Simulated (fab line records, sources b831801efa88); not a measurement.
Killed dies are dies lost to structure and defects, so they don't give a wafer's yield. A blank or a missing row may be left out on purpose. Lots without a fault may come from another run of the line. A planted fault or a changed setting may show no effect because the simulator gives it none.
Problem report in the 8D (eight disciplines) form, filled by code | flow sfq_line | the parts of the form that need people (team, actions taken, sign-off) are left out

1. THE PROBLEM
oes_product_au at SFQ_TRILAYER_C5_ETCH_VIA_ETCH_154 reads a mean of 0.752 a.u. on 1 wafer of 1 lot; wafers without a fault read 0.896 a.u. with a standard deviation of 0.0082. That is -18 standard deviations from the usual mean.
The step: etches SiO2 in CHF3, stops on Nb, target depth 84 nm.
First seen on wafer L795.6, day 60 10:22, on rie_diel-04. The record holds 39 wafers of 13 lots with a number at this step. Rule for "out", or "out of limits": more than 4 standard deviations from the usual mean. The other wafers with a number count as sound.

2. WHAT IT IS AND WHAT IT IS NOT
question                    | is                | is not
which readings at this step | oes_product_au    | bias_w, drypump_motor_current_A
which lots                  | L795              | L779, L780, L782, L783, L784, L786, L787, L791, L798, L799, L800, L802
which wafers of those lots  | L795.6            | L795.2, L795.5
read on which tools         | rie_diel-04       | rie_diel-02, rie_diel-03
when                        | from day 60 10:22 | up to then (26 sound wafers); but 12 sound wafers of L798, L799, L800, L802 came after

3. SUSPECTS, AND WHAT RULES EACH OUT
Counting: a tool at a process step up to the reading stays a suspect if it ran every lot that is out. Sound lots after the first of them don't rule it out here, since some wafers of a struck lot are sound.
- pecvd-02 at SFQ_TRILAYER_A5C_DEP_PECVD_142 (deposits SiO2 from SiH4/N2O, time 15.556 s, target thk 70 nm): kept. It ran the lot that is out, L795 (day 58 20:53); its last sound lot up to then is L791 (day 56 21:55).
- rie_metal-04 at SFQ_TRILAYER_I5_STRIP_STRIP_148 (strips in O2): kept. It ran the lot that is out, L795 (day 60 03:46); its last sound lot up to then is L786 (day 50 23:40).
- rie_diel-04 at SFQ_TRILAYER_C5_BARC_OPEN_VIA_ETCH_210 (etches BARC in O2, target depth 125 nm, time 41.7 s): kept. It ran the lot that is out, L795 (day 60 10:19); its last sound lot up to then is L786 (day 56 04:58).
- rie_diel-04 at SFQ_TRILAYER_C5_ETCH_VIA_ETCH_154 (etches SiO2 in CHF3, stops on Nb, target depth 84 nm): kept. It ran the lot that is out, L795 (day 60 10:22); its last sound lot up to then is L786 (day 56 05:01). Its own readings are out on those wafers: oes_product_au.
- Within pecvd-02 at SFQ_TRILAYER_A5C_DEP_PECVD_142: the wafers that are out ran in chamber 2; their sound lot-mates ran in chamber 0.
- Within rie_metal-04 at SFQ_TRILAYER_I5_STRIP_STRIP_148: the wafers that are out ran in chamber 0; their sound lot-mates ran in chamber 1.
- Within rie_diel-04 at SFQ_TRILAYER_C5_BARC_OPEN_VIA_ETCH_210: the wafers that are out ran in chamber 3; their sound lot-mates ran in chambers 0, 1.
- Within rie_diel-04 at SFQ_TRILAYER_C5_ETCH_VIA_ETCH_154: the wafers that are out ran in chamber 3; their sound lot-mates ran in chambers 0, 1.
Left after counting: pecvd-02 at SFQ_TRILAYER_A5C_DEP_PECVD_142, rie_metal-04 at SFQ_TRILAYER_I5_STRIP_STRIP_148, rie_diel-04 at SFQ_TRILAYER_C5_BARC_OPEN_VIA_ETCH_210, rie_diel-04 at SFQ_TRILAYER_C5_ETCH_VIA_ETCH_154.

4. THE CAUSE (what the simulator had put in)
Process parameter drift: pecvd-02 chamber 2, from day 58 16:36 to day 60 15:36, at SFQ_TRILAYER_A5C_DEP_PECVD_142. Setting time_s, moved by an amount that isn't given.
Counting left 4 suspects, and this tool is among them.

5. THE CHAIN OF EFFECTS, in route order
Each row: a reading whose mean over the struck wafers that have a number lies more than 3 standard deviations from the usual. Only readings for which the record gives a usual standard deviation are gone through. hours: the time from each lot's start at the first step in this table that gives one to its start at this step, as a median over the lots. sigmas: the change in usual standard deviations.
hours | step                              | reading        | usual      | on struck wafers | change | sigmas
0     | SFQ_TRILAYER_C5_ETCH_VIA_ETCH_154 | oes_product_au | 0.896 a.u. | 0.752            | -0.144 | -18
The process steps in it:
- SFQ_TRILAYER_C5_ETCH_VIA_ETCH_154: etches SiO2 in CHF3, stops on Nb, target depth 84 nm.

6. WHAT WOULD HAVE CAUGHT IT SOONER
In this record the first reading out of limits was taken at day 60 10:22, 42 hours after the fault began at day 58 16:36.
Of the tool readings at SFQ_TRILAYER_A5C_DEP_PECVD_142 for which the record gives a usual standard deviation, none was out on any struck wafer, so an alarm limit of 4 standard deviations on them would not have fired.
All the lots that are out (1) had begun SFQ_TRILAYER_A5C_DEP_PECVD_142 on pecvd-02 by day 60 10:22. A hold on the tool at that time would have spared none of them.
